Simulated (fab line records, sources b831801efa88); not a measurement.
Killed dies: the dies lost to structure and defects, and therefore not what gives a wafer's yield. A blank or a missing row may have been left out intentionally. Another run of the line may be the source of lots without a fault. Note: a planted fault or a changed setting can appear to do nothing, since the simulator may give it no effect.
Which tool did it? :: flow gf180mcu :: 9 lots with 27 wafers sampled at 4 steps, on a route of 602 steps

== WHAT THE GAUGES SHOWED, per wafer ==
GF_DUAL_GATE_OVL_MEAS_11. Usual: DUAL_GATE_OVL typically reads 1.1 nm, with standard deviation 1.2.
lot: L196
measured: day 8 08:42
on: overlay-02
DUAL_GATE_OVL (nm): -0.2 -0.3 0.8
flag: 

lot: L197
measured: day 8 14:56
on: overlay-02
DUAL_GATE_OVL (nm): -0.4 2.1 1.0
flag: 

lot: L198
measured: day 8 21:11
on: overlay-02
DUAL_GATE_OVL (nm): 1.3 2.4 3.0
flag: 

lot: L199
measured: day 9 08:50
on: overlay-01
DUAL_GATE_OVL (nm): 1.8 1.9 3.6
flag: 

lot: L203
measured: day 10 08:44
on: overlay-02
DUAL_GATE_OVL (nm): -0.2 0.6 1.2
flag: 

lot: L206
measured: day 11 06:11
on: overlay-02
DUAL_GATE_OVL (nm): 1.7 -0.1 0.1
flag: 

lot: L207
measured: day 11 14:00
on: overlay-01
DUAL_GATE_OVL (nm): 1.4 1.5 1.6
flag: 

lot: L208
measured: day 11 15:32
on: overlay-01
DUAL_GATE_OVL (nm): 1.7 1.4 0.6
flag: 

lot: L209
measured: day 12 03:44
on: overlay-02
DUAL_GATE_OVL (nm): -0.8 -0.4 -1.0
flag: 

GF_PSD_RS_MEAS_14: a four-point-probe measurement. Usual: NSD_RS typically reads 46.15 ohm/sq, with standard deviation 0.077.
lot: L196
measured: day 14 06:13
on: film metro-02
NSD_RS (ohm/sq): 46.19 46.08 46.09
flag: 

lot: L197
measured: day 14 15:26
on: film metro-04
NSD_RS (ohm/sq): 46.09 46.04 46.17
flag: 

lot: L198
measured: day 15 03:13
on: film metro-02
NSD_RS (ohm/sq): 46.09 46.18 46.04
flag: 

lot: L199
measured: day 15 12:03
on: film metro-01
NSD_RS (ohm/sq): 46.08 46.09 46.10
flag: 

lot: L203
measured: day 16 16:29
on: film metro-02
NSD_RS (ohm/sq): 46.21 46.14 46.19
flag: 

lot: L206
measured: day 17 20:16
on: film metro-04
NSD_RS (ohm/sq): 45.95 46.07 46.10
flag: 

lot: L207
measured: day 18 04:32
on: film metro-04
NSD_RS (ohm/sq): 53.08 52.89 52.98
flag: OFF

lot: L208
measured: day 18 08:00
on: film metro-01
NSD_RS (ohm/sq): 52.78 53.07 52.99
flag: OFF

lot: L209
measured: day 18 21:24
on: film metro-01
NSD_RS (ohm/sq): 52.89 52.70 52.78
flag: OFF

== WHICH TOOL RAN EACH LOT (tool, then ch and the chambers of the sampled wafers, then the start) ==
lot: L196
GF_NSD_IMPLANT_10: implanter-01 ch 0, day 13 09:44
GF_NSD_STRIP_11: plasma asher-01 ch 0,1, day 13 09:53

lot: L197
GF_NSD_IMPLANT_10: implanter-01 ch 0, day 13 18:20
GF_NSD_STRIP_11: plasma asher-03 ch 0,1, day 13 18:29

lot: L198
GF_NSD_IMPLANT_10: implanter-01 ch 0, day 14 05:35
GF_NSD_STRIP_11: plasma asher-01 ch 0,1, day 14 05:44

lot: L199
GF_NSD_IMPLANT_10: implanter-03 ch 0, day 14 14:14
GF_NSD_STRIP_11: plasma asher-03 ch 0,1, day 14 14:23

lot: L203
GF_NSD_IMPLANT_10: implanter-01 ch 0, day 15 17:34
GF_NSD_STRIP_11: plasma asher-04 ch 0,1, day 15 17:43

lot: L206
GF_NSD_IMPLANT_10: implanter-03 ch 0, day 16 19:41
GF_NSD_STRIP_11: plasma asher-01 ch 0,1, day 16 19:49

lot: L207
GF_NSD_IMPLANT_10: implanter-04 ch 0, day 17 04:41
GF_NSD_STRIP_11: plasma asher-01 ch 0,1, day 17 04:47

lot: L208
GF_NSD_IMPLANT_10: implanter-03 ch 0, day 17 08:20
GF_NSD_STRIP_11: plasma asher-03 ch 0,1, day 17 08:28

lot: L209
GF_NSD_IMPLANT_10: implanter-01 ch 0, day 17 20:52
GF_NSD_STRIP_11: plasma asher-04 ch 0,1, day 17 20:59
- GF_NSD_IMPLANT_10
- GF_NSD_STRIP_11: strips in O2/N2.

== WHAT THE TOOLS THEMSELVES READ (means of the sampled wafers that have a number; where no wafer has one, the mark that the record gives instead) ==
GF_NSD_IMPLANT_10. Usual: tilt deg 7.001 degrees, standard deviation 0.02.
lot: L196
tool: implanter-01
tilt deg (degrees): 7.016
flag: 

lot: L197
tool: implanter-01
tilt deg (degrees): 7.016
flag: 

lot: L198
tool: implanter-01
tilt deg (degrees): 7.009
flag: 

lot: L199
tool: implanter-03
tilt deg (degrees): 6.979
flag: 

lot: L203
tool: implanter-01
tilt deg (degrees): 7.006
flag: 

lot: L206
tool: implanter-03
tilt deg (degrees): 7.022
flag: 

lot: L207
tool: implanter-04
tilt deg (degrees): 6.980
flag: 

lot: L208
tool: implanter-03
tilt deg (degrees): 6.997
flag: 

lot: L209
tool: implanter-01
tilt deg (degrees): 6.995
flag: 

GF_NSD_STRIP_11. Usual: drypump motor current A 5.5 A, standard deviation 0.33; heater power w 316 W, standard deviation 21; oes product au 0.487 a.u., standard deviation 0.0047; strip time to endpoint s 22.96 s, standard deviation 0.038.
lot: L196
tool: plasma asher-01
drypump motor current A (A): 5.3
heater power w (W): 294
oes product au (a.u.): 0.491
strip time to endpoint s (s): 22.93
flag: 

lot: L197
tool: plasma asher-03
drypump motor current A (A): 5.5
heater power w (W): 311
oes product au (a.u.): 0.483
strip time to endpoint s (s): 22.92
flag: 

lot: L198
tool: plasma asher-01
drypump motor current A (A): 5.2
heater power w (W): 301
oes product au (a.u.): 0.486
strip time to endpoint s (s): 22.95
flag: 

lot: L199
tool: plasma asher-03
drypump motor current A (A): 5.9
heater power w (W): 320
oes product au (a.u.): 0.488
strip time to endpoint s (s): 23.01
flag: 

lot: L203
tool: plasma asher-04
drypump motor current A (A): 5.6
heater power w (W): 338
oes product au (a.u.): 0.486
strip time to endpoint s (s): 23.04
flag: 

lot: L206
tool: plasma asher-01
drypump motor current A (A): 5.3
heater power w (W): 295
oes product au (a.u.): 0.488
strip time to endpoint s (s): 22.98
flag: 

lot: L207
tool: plasma asher-01
drypump motor current A (A): 5.2
heater power w (W): 304
oes product au (a.u.): 0.485
strip time to endpoint s (s): 22.79
flag: OFF

lot: L208
tool: plasma asher-03
drypump motor current A (A): 5.5
heater power w (W): 307
oes product au (a.u.): 0.488
strip time to endpoint s (s): 22.77
flag: OFF

lot: L209
tool: plasma asher-04
drypump motor current A (A): 5.6
heater power w (W): 337
oes product au (a.u.): 0.489
strip time to endpoint s (s): 22.79
flag: OFF

== THE ANSWER, worked out from the rows above alone ==
Rule: lot off if the mean of its wafers having a number is beyond 3 standard deviations from the usual mean. A lot without any number at a reading at which 4 lots or more have one is off too. The other lots that the step has rows for count as sound. After the gauges, taken in route order, come the tools' own readings; for these a lot's mean is taken, as printed above. The first step at which some lot is off is used, and at that step the reading that is off furthest; a lot without a number counts as furthest.
Off: at GF_PSD_RS_MEAS_14 (NSD_RS), L207, L208, L209.
A tool fits if, at a process step before that reading, it ran every lot that is off, and no sound lot after the first of them. The gauges at GF_PSD_RS_MEAS_14 aren't tried: what is off there is off at GF_NSD_STRIP_11 too, on other tools, and a gauge's error can't cause that. Of those tried, none fits.

== WHAT THE SIMULATOR HAD INSERTED ==
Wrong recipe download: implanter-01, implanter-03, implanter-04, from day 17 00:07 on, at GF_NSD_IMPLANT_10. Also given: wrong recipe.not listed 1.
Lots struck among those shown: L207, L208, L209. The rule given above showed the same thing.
